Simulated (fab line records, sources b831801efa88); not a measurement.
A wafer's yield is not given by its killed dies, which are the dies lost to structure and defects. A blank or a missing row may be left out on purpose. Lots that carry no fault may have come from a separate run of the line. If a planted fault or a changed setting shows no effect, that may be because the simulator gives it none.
Which tool did it? :: flow sky130 :: 14 lots, 42 wafers sampled, at 2 steps of a route of 708

== WHAT EACH GAUGE READ, for each wafer ==
SKY_NWELL_RS_MEAS_29: the measuring method here is four-point-probe. Usual: NWELL_RS typically reads 624.7 ohm/sq, with standard deviation 2.
lot: L969
measured: day 5 14:38
on: film_metro-03
NWELL_RS (ohm/sq): 622.6 623.2 620.6
flag: 

lot: L971
measured: day 5 20:07
on: film_metro-03
NWELL_RS (ohm/sq): 620.1 622.0 622.7
flag: 

lot: L970
measured: day 5 23:14
on: film_metro-04
NWELL_RS (ohm/sq): 626.0 626.1 625.5
flag: 

lot: L972
measured: day 6 05:28
on: film_metro-03
NWELL_RS (ohm/sq): 623.1 623.1 625.1
flag: 

lot: L979
measured: day 8 02:04
on: film_metro-04
NWELL_RS (ohm/sq): 633.7 637.3 635.2
flag: OFF

lot: L980
measured: day 8 05:46
on: film_metro-03
NWELL_RS (ohm/sq): 625.7 624.0 621.9
flag: 

lot: L981
measured: day 8 07:40
on: film_metro-01
NWELL_RS (ohm/sq): 637.5 638.7 638.3
flag: OFF

lot: L982
measured: day 8 11:51
on: film_metro-04
NWELL_RS (ohm/sq): 624.6 622.1 623.6
flag: 

lot: L985
measured: day 9 10:08
on: film_metro-04
NWELL_RS (ohm/sq): 626.0 625.7 625.8
flag: 

lot: L987
measured: day 9 20:45
on: film_metro-01
NWELL_RS (ohm/sq): 624.7 623.9 625.8
flag: 

lot: L988
measured: day 10 02:03
on: film_metro-03
NWELL_RS (ohm/sq): 622.2 625.0 625.1
flag: 

lot: L990
measured: day 10 17:56
on: film_metro-03
NWELL_RS (ohm/sq): 622.0 622.1 622.9
flag: 

lot: L991
measured: day 10 20:27
on: film_metro-01
NWELL_RS (ohm/sq): 628.9 628.3 627.1
flag: 

lot: L992
measured: day 11 04:58
on: film_metro-01
NWELL_RS (ohm/sq): 626.3 625.8 626.2
flag: 

== WHAT TOOL EACH LOT RAN ON (gives the tool, then ch and the chambers of the sampled wafers, and finally the start) ==
lot: L969
SKY_NWELL_IMPLANT_11: implanter-04 ch 0, day 4 19:11

lot: L971
SKY_NWELL_IMPLANT_11: implanter-03 ch 0, day 5 00:38

lot: L970
SKY_NWELL_IMPLANT_11: implanter-02 ch 0, day 5 04:08

lot: L972
SKY_NWELL_IMPLANT_11: implanter-04 ch 0, day 5 10:49

lot: L979
SKY_NWELL_IMPLANT_11: implanter-02 ch 0, day 7 05:24

lot: L980
SKY_NWELL_IMPLANT_11: implanter-04 ch 0, day 7 08:52

lot: L981
SKY_NWELL_IMPLANT_11: implanter-02 ch 0, day 7 10:27

lot: L982
SKY_NWELL_IMPLANT_11: implanter-03 ch 0, day 7 14:23

lot: L985
SKY_NWELL_IMPLANT_11: implanter-04 ch 0, day 8 12:04

lot: L987
SKY_NWELL_IMPLANT_11: implanter-04 ch 0, day 8 22:57

lot: L988
SKY_NWELL_IMPLANT_11: implanter-03 ch 0, day 9 03:40

lot: L990
SKY_NWELL_IMPLANT_11: implanter-03 ch 0, day 9 19:21

lot: L991
SKY_NWELL_IMPLANT_11: implanter-03 ch 0, day 9 21:30

lot: L992
SKY_NWELL_IMPLANT_11: implanter-04 ch 0, day 10 05:53
- SKY_NWELL_IMPLANT_11

== WHAT THE TOOLS THEMSELVES READ (means of the sampled wafers that have a number; where no wafer has one, the mark that the record gives instead) ==
SKY_NWELL_IMPLANT_11. Usual: dose_ions_cm2 1.9003e+13, standard deviation 2.3e+10.
lot: L969
tool: implanter-04
dose_ions_cm2: 1.8956e+13
flag: 

lot: L971
tool: implanter-03
dose_ions_cm2: 1.8975e+13
flag: 

lot: L970
tool: implanter-02
dose_ions_cm2: 1.9002e+13
flag: 

lot: L972
tool: implanter-04
dose_ions_cm2: 1.8999e+13
flag: 

lot: L979
tool: implanter-02
dose_ions_cm2: 1.8393e+13
flag: OFF

lot: L980
tool: implanter-04
dose_ions_cm2: 1.9011e+13
flag: 

lot: L981
tool: implanter-02
dose_ions_cm2: 1.8411e+13
flag: OFF

lot: L982
tool: implanter-03
dose_ions_cm2: 1.9021e+13
flag: 

lot: L985
tool: implanter-04
dose_ions_cm2: 1.8988e+13
flag: 

lot: L987
tool: implanter-04
dose_ions_cm2: 1.8996e+13
flag: 

lot: L988
tool: implanter-03
dose_ions_cm2: 1.9005e+13
flag: 

lot: L990
tool: implanter-03
dose_ions_cm2: 1.9012e+13
flag: 

lot: L991
tool: implanter-03
dose_ions_cm2: 1.9026e+13
flag: 

lot: L992
tool: implanter-04
dose_ions_cm2: 1.9024e+13
flag: 

== THE ANSWER, worked out from the rows above alone ==
Rule: a lot is off if the mean of its wafers that have a number lies more than 3 standard deviations from the usual mean. Also off: a lot with no number at a reading for which 4 or more lots have one. Where the step has rows for the other lots, those lots are counted as sound. After the gauges, taken in route order, come the tools' own readings; for these a lot's mean is taken, as printed above. At the first step where some lot is off, the reading lying furthest off is the one used; lots without a number count as furthest.
Off: at SKY_NWELL_RS_MEAS_29 (NWELL_RS), L979, L981.
A tool fits if, at a process step before that reading, it ran every lot that is off, and no sound lot after the first of them. The gauges at SKY_NWELL_RS_MEAS_29 aren't tried: what is off there is off at SKY_NWELL_IMPLANT_11 too, on other tools, and a gauge's error can't cause that. One fits: implanter-02 at SKY_NWELL_IMPLANT_11. Its last sound lot is L970 (day 5 04:08), its first lot that is off L979 (day 7 05:24): a fault that began between those two fits.
On the lots that are off, the tool's own readings at SKY_NWELL_IMPLANT_11 differ by more than 5 times the standard deviation of the sound lots' means, which bears it out; dose_ions_cm2 reads 1.8402e+13 there versus 1.9001e+13 on the sound lots.

== WHAT THE SIMULATOR HAD INSERTED ==
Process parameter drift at SKY_NWELL_IMPLANT_11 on implanter-02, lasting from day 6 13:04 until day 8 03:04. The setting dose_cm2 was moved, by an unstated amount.
Struck lots among those shown: L979, L981. Same finding as the rule above.
